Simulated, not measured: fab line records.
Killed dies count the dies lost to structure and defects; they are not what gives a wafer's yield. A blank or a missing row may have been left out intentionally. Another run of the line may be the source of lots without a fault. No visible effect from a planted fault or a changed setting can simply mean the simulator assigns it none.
fab line records    flow sfq_line
record: lots: 14  wafers: 42  last_day: 85
route steps=325 shown L0V@23 I1@76 I4@172 JJ@183
lots with no fault: from the same line, run without faults
start_h: hours from the record's first day to the start of the lot's first wafer shown    wait_h: time in hours since the lot's previous step    " unchanged from the row above    L1.1+2: several wafers, shown together as one row    - no value present, or no start provided    * or withheld: withheld    < > ~ a bound
route shown NAME@n: names a module that has steps shown in the file, with the first one's number in the route    usual: average and standard deviation across the fault-free wafers    same: alike in all rows    chamber/n: place in a boat    sites: per-site readings    _std_site: how widely they spread, as a standard deviation    _edge_site: mean of outer sites minus mean of inner sites    radius_mm: how far each site lies from the wafer's centre    mask NAME#n: copy n    behind: the tool/chamber that last shaped the wafer    hold: why the lot went on hold/how many hours it stayed there/how the hold came to an end    device: transistor that didn't switch, given as n, p or np    end of line: the route-end tests of the same wafers    for a step that has no rows: nothing shown but its recipe    killed: dies lost to structure and defects at the first sort, not the wafer's yield    map: dies across one wafer; x = killed, . = not, _ = none there
set.NAME: the setting as run; set.NAME@STEP: as run at that earlier step    model.NAME: the simulator's own value behind a step, which no gauge read
steps of the route over a sample of lots; a table a step, a row a wafer
services: from which hour (start_h, from the record's first day; less than 0 if before it) a tool's chamber was out of use, for how many hours, and why
== steps ==
step: SFQ_L0V_OVL_MEAS_903
usual: L0V_OVL: 2/4.2
lot.wafer  tool        chamber  start_h  wait_h  L0V_OVL[nm]
L548.1     overlay-01  -        152.12   0.1     4
L548.2     "           -        "        "       7
L548.6     "           -        "        "       0
L549.2     overlay-02  -        156.93   0.1     3
L549.3     "           -        "        "       1
L549.4     "           -        "        "       5
L550.3     overlay-02  -        164.14   0.1     -2
L550.5     "           -        "        "       0
L550.6     "           -        "        "       3
L551.2     overlay-02  -        175.33   0.1     0
L551.3     "           -        "        "       4
L551.5     "           -        "        "       7
L553.4     overlay-02  -        193.34   0.1     2
L553.5     "           -        "        "       6
L553.6     "           -        "        "       10
L554.2     overlay-01  -        198.13   0.1     2
L554.3     "           -        "        "       2
L554.6     "           -        "        "       0
L555.1     overlay-02  -        202.92   0.1     0
L555.2     "           -        "        "       -3
L555.5     "           -        "        "       -1
L556.1     overlay-02  -        206.52   0.1     5
L556.3     "           -        "        "       -2
L556.4     "           -        "        "       -2
L557.2     overlay-01  -        213.23   0.1     4
L557.4     "           -        "        "       2
L557.6     "           -        "        "       3
L558.3     overlay-01  -        215.63   0.1     7
L558.4     "           -        "        "       3
L558.5     "           -        "        "       3
L566.4     overlay-02  -        278.17   0.1     3
L566.5     "           -        "        "       2
L566.6     "           -        "        "       0
L567.1     overlay-01  -        282.95   0.1     6
L567.2     "           -        "        "       10
L567.6     "           -        "        "       10
L568.2     overlay-02  -        288.95   0.1     -3
L568.3     "           -        "        "       -2
L568.6     "           -        "        "       -4
L571.1     overlay-01  -        312.95   0.1     -3
L571.5     "           -        "        "       -1
L571.6     "           -        "        "       -2
step: SFQ_TRILAYER_I1_METRO_MEASURE_047
usual: thk_nm: 200.1/1.3
lot.wafer  tool           chamber  start_h  wait_h  thk_nm
L548.1     film_metro-01  -        512.29   0.1     201.6
L548.2     "              -        "        "       199.7
L548.6     "              -        "        "       200.6
L549.2     film_metro-01  -        524.17   0.3     202.8
L549.3     "              -        "        "       200.8
L549.4     "              -        "        "       202.3
L550.3     film_metro-04  -        536.65   0.5     199.2
L550.5     "              -        "        "       199.9
L550.6     "              -        "        "       199.1
L551.2     film_metro-01  -        551.87   0.3     202.0
L551.3     "              -        "        "       201.5
L551.5     "              -        "        "       203.2
L553.4     film_metro-04  -        584.37   0.6     198.6
L553.5     "              -        "        "       198.7
L553.6     "              -        "        "       198.8
L554.2     film_metro-02  -        588.77   0.3     197.7
L554.3     "              -        "        "       198.0
L554.6     "              -        "        "       200.0
L555.1     film_metro-01  -        600.55   0.1     200.2
L555.2     "              -        "        "       198.8
L555.5     "              -        "        "       200.6
L556.1     film_metro-02  -        610.88   0.1     199.3
L556.3     "              -        "        "       200.9
L556.4     "              -        "        "       200.8
L557.2     film_metro-01  -        629.26   0.3     200.3
L557.4     "              -        "        "       201.1
L557.6     "              -        "        "       200.9
L558.3     film_metro-02  -        637.08   0.5     201.1
L558.4     "              -        "        "       202.8
L558.5     "              -        "        "       201.0
L566.4     film_metro-04  -        677.60   0.6     198.3
L566.5     "              -        "        "       197.5
L566.6     "              -        "        "       198.1
L567.1     film_metro-02  -        678.09   0.1     201.0
L567.2     "              -        "        "       202.0
L567.6     "              -        "        "       200.7
L568.2     film_metro-04  -        680.20   0.3     198.0
L568.3     "              -        "        "       198.9
L568.6     "              -        "        "       199.2
L571.1     film_metro-02  -        687.25   0.1     199.4
L571.5     "              -        "        "       200.4
L571.6     "              -        "        "       200.3
step: SFQ_TRILAYER_I4_VIA_LITHO_DEVELOP_105
recipe: time_s: 60  resist: KrF
usual: chill_plate_temp_C: 23.00/0.1  exhaust_pa: 45.0/0.96
lot.wafer  tool            chamber  start_h  wait_h  chill_plate_temp_C  exhaust_pa
L548.1     litho_track-03  0        1184.39  0.1     23.01               44.5
L548.2     "               0        "        "       23.09               44.3
L548.6     "               0        "        "       23.12               46.2
L549.2     litho_track-02  0        1189.22  0.1     22.97               44.5
L549.3     "               0        "        "       22.95               46.7
L549.4     "               0        "        "       22.95               45.5
L550.3     litho_track-01  0        1191.51  0.1     22.93               44.6
L550.5     "               0        "        "       23.04               44.6
L550.6     "               0        "        "       22.95               44.4
L551.2     litho_track-01  0        1193.69  0.1     22.82               43.3
L551.3     "               0        "        "       22.92               44.8
L551.5     "               0        "        "       23.07               42.8
L553.4     litho_track-03  0        1241.77  0.1     23.05               45.0
L553.5     "               0        "        "       23.09               43.9
L553.6     "               0        "        "       22.92               45.1
L554.2     litho_track-01  0        1242.92  0.1     23.08               44.8
L554.3     "               0        "        "       22.98               44.3
L554.6     "               0        "        "       22.98               43.7
L555.1     litho_track-02  0        1245.29  0.1     22.81               45.0
L555.2     "               0        "        "       22.84               46.1
L555.5     "               0        "        "       23.11               46.4
L556.1     litho_track-01  0        1246.49  0.1     22.95               46.8
L556.3     "               0        "        "       22.95               45.4
L556.4     "               0        "        "       22.93               45.8
L557.2     litho_track-01  0        1256.12  0.1     23.02               46.7
L557.4     "               0        "        "       22.89               47.0
L557.6     "               0        "        "       22.95               44.3
L558.3     litho_track-03  0        1268.29  0.1     23.00               43.9
L558.4     "               0        "        "       23.08               44.1
L558.5     "               0        "        "       22.84               43.9
L566.4     litho_track-02  -        1302.23  0.1     -                   -
L566.5     "               -        "        "       -                   -
L566.6     "               -        "        "       -                   -
L567.1     litho_track-03  -        1305.75  0.1     -                   -
L567.2     "               -        "        "       -                   -
L567.6     "               -        "        "       -                   -
L568.2     litho_track-01  0        1316.97  0.1     22.97               44.0
L568.3     "               0        "        "       23.13               45.2
L568.6     "               0        "        "       23.12               45.1
L571.1     litho_track-02  0        1326.54  0.1     23.03               44.7
L571.5     "               0        "        "       23.00               44.2
L571.6     "               0        "        "       22.94               44.2
step: SFQ_JJ_RS_MEAS_929
recipe: thk_meas_gauge: four-point-probe  reads: Nb_of_TRILAYER_JJ_TRILAYER_DEP_SPUTTER_112
usual: JJ_NB_RS: 1.046/0.0097
lot.wafer  tool           chamber  start_h  wait_h  JJ_NB_RS[ohm/sq]
L548.1     film_metro-04  -        1186.71  0.0     1.059
L548.2     "              -        "        "       1.053
L548.6     "              -        "        "       1.055
L549.2     film_metro-03  -        1191.53  0.1     1.051
L549.3     "              -        "        "       1.046
L549.4     "              -        "        "       1.035
L550.3     film_metro-03  -        1193.82  0.1     1.047
L550.5     "              -        "        "       1.063
L550.6     "              -        "        "       1.056
L551.2     film_metro-03  -        1196.00  0.1     1.037
L551.3     "              -        "        "       1.045
L551.5     "              -        "        "       1.043
L553.4     film_metro-04  -        1244.07  0.1     1.059
L553.5     "              -        "        "       1.055
L553.6     "              -        "        "       1.048
L554.2     film_metro-02  -        1245.23  0.1     1.063
L554.3     "              -        "        "       1.051
L554.6     "              -        "        "       1.039
L555.1     film_metro-04  -        1247.61  0.0     1.047
L555.2     "              -        "        "       1.035
L555.5     "              -        "        "       1.044
L556.1     film_metro-02  -        1248.81  0.0     1.050
L556.3     "              -        "        "       1.045
L556.4     "              -        "        "       1.070
L557.2     film_metro-02  -        1258.43  0.1     1.053
L557.4     "              -        "        "       1.051
L557.6     "              -        "        "       1.060
L558.3     film_metro-04  -        1270.60  0.1     1.053
L558.4     "              -        "        "       1.057
L558.5     "              -        "        "       1.051
L566.4     film_metro-04  -        1304.53  0.1     1.036
L566.5     "              -        "        "       1.033
L566.6     "              -        "        "       1.030
L567.1     film_metro-03  -        1308.07  0.0     1.042
L567.2     "              -        "        "       1.041
L567.6     "              -        "        "       1.048
L568.2     film_metro-04  -        1319.28  0.1     1.033
L568.3     "              -        "        "       1.046
L568.6     "              -        "        "       1.037
L571.1     film_metro-02  -        1329.46  0.0     1.034
L571.5     "              -        "        "       1.027
L571.6     "              -        "        "       1.033
== services ==
tool           chamber  start_h  hours  kind
film_metro-01  -        536.54   3.7    pm
film_metro-02  -        612.08   5.5    pm
film_metro-02  -        632.43   0.8    pm
film_metro-01  -        638.21   134.4  repair
film_metro-01  -        641.99   36.4   repair
film_metro-02  -        658.89   1.2    pm
film_metro-02  -        667.12   3.2    pm
film_metro-02  -        713.32   0.7    pm
film_metro-01  -        772.58   1.2    pm
film_metro-01  -        773.73   1.1    pm
film_metro-01  -        774.81   2.3    pm
film_metro-01  -        781.54   1.7    pm
film_metro-02  -        876.40   2.5    repair
film_metro-02  -        878.94   0.3    pm
film_metro-01  -        887.31   0.8    pm
film_metro-01  -        891.89   0.7    pm
film_metro-02  -        903.89   0.7    pm
film_metro-02  -        957.65   1.9    pm
film_metro-01  -        1026.54  0.2    pm
film_metro-02  -        1122.43  0.5    pm
film_metro-01  -        1132.31  0.6    pm
film_metro-01  -        1137.60  1.0    pm
film_metro-02  -        1148.89  1.4    pm
film_metro-01  -        1170.98  7.0    pm
== key ==
first_sign: step: SFQ_TRILAYER_I4_VIA_LITHO_DEVELOP_105  reading: tool_record  direction: missing
effect none on later readings
met_at SFQ_TRILAYER_I4_VIA_LITHO_DEVELOP_105
struck_lots L566,L567
not_acting_at SFQ_L0V_OVL_MEAS_903,SFQ_TRILAYER_I1_METRO_MEASURE_047,SFQ_JJ_RS_MEAS_929
onset_between 1268.29 1302.23
fault: kind: skipped_step_whole  tool: litho_track-02,litho_track-03  chamber: -  onset_h: 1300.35  steps: SFQ_TRILAYER_I4_VIA_LITHO_DEVELOP_105  scope: struck_lots_only
